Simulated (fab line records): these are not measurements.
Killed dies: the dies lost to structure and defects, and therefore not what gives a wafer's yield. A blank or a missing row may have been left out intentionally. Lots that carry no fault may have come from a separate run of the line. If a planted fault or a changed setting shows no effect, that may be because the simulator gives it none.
8D (eight disciplines) problem report, filled in by code / flow sky130 / the parts of the form that need people (team, actions taken, sign-off) are left out

## 1. PROBLEM STATEMENT
Mean VT_ADJUST_LVTN_TW at SKY_VT_ADJUST_LVTN_TW_MEAS_10: 274.3 over 6 wafers in 2 lots; fault-free wafers: 238.7, standard deviation 1.4. Measured from the usual mean, that is +25 standard deviations.
First seen on wafer L904.1, day 11 23:49, on filmMetro-03. The record holds 36 wafers of 12 lots with a number at this step. Rule for "out", or "out of limits": more than 4 standard deviations from the usual mean. The rest of the wafers with a number are treated as sound.

## 2. WHAT THIS IS AND IS NOT
question=which readings at this step | is=VT_ADJUST_LVTN_TW | is not=-
question=which lots | is=L904, L906 | is not=L885, L887, L891, L895, L898, L899, L901, L905, L907, L908
question=which wafers of those lots | is=all that have a number | is not=-
question=read on which gauges | is=filmMetro-03 | is not=filmMetro-02, filmMetro-04
question=when | is=from day 11 23:49 | is not=up to then (21 sound wafers); but 9 sound wafers of L905, L907, L908 came after

## 3. SUSPECTS, AND WHAT RULES EACH OUT
Counting: a tool at a process step up to the reading stays a suspect if it ran every lot that is out and no sound lot after the first of them.
- the gauge at SKY_VT_ADJUST_LVTN_TW_MEAS_10 has been ruled out. All the wafers that are out were read on filmMetro-03, but those of them that SKY_VT_ADJUST_LVTN_IMPLANT_08 has rows for are out there too, on other tools.
- implanter-02 at SKY_VT_ADJUST_LVTN_IMPLANT_08: kept. It processed each lot that is out, first L904 at day 11 23:34, and no sound lot thereafter; up to then, the last sound lot it processed was L899 at day 10 22:52. On those wafers its own readings are out: doseIonsCm2, faradayCurrentUA.
After counting, what remains is implanter-02 at SKY_VT_ADJUST_LVTN_IMPLANT_08.

## 4. THE CAUSE (what the simulator had put in)
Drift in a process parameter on implanter-02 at SKY_VT_ADJUST_LVTN_IMPLANT_08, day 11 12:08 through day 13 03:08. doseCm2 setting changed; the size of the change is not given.
Counting left only this tool.

## 5. THE CHAIN OF EFFECTS, in route order
Each row: a reading where the mean over the struck wafers with a number is more than 3 standard deviations away from the usual. Scope: only readings with a usual standard deviation given in the record; hours: median across lots of the time from each lot's start at the first step in this table that gives one to its start at this step; sigmas: change in usual standard deviations.
hours=0; step=SKY_VT_ADJUST_LVTN_IMPLANT_08; reading=doseIonsCm2; usual=1.57e+12; on struck wafers=2.50e+12; change=+9.28e+11; sigmas=+99 or more
hours=0; step=SKY_VT_ADJUST_LVTN_IMPLANT_08; reading=faradayCurrentUA; usual=8.86; on struck wafers=14.05; change=+5.19; sigmas=+29
hours=0; step=SKY_VT_ADJUST_LVTN_TW_MEAS_10; reading=VT_ADJUST_LVTN_TW; usual=238.7; on struck wafers=274.3; change=+35.6; sigmas=+25
It contains these process steps:
- SKY_VT_ADJUST_LVTN_IMPLANT_08
At these later measuring or inspecting steps, every struck wafer for which the step has a row has a number for every such reading, and none has moved that far: SKY_LDD_LDN_TW_MEAS_13.

## 6. HOW IT WOULD HAVE BEEN CAUGHT EARLIER
Counted from the fault's start at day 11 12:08, it took 12 hours until the first out-of-limits reading at a measuring or inspecting step in this record, taken at day 11 23:49.
Tool's own readings at SKY_VT_ADJUST_LVTN_IMPLANT_08, doseIonsCm2, faradayCurrentUA: out on all struck wafers the step has rows for; an alarm limit on them would have tripped on the first.
Among the 2 lots that are out, L906 began SKY_VT_ADJUST_LVTN_IMPLANT_08 on implanter-02 after day 11 23:49. A tool hold placed at that time would have kept it from harm.
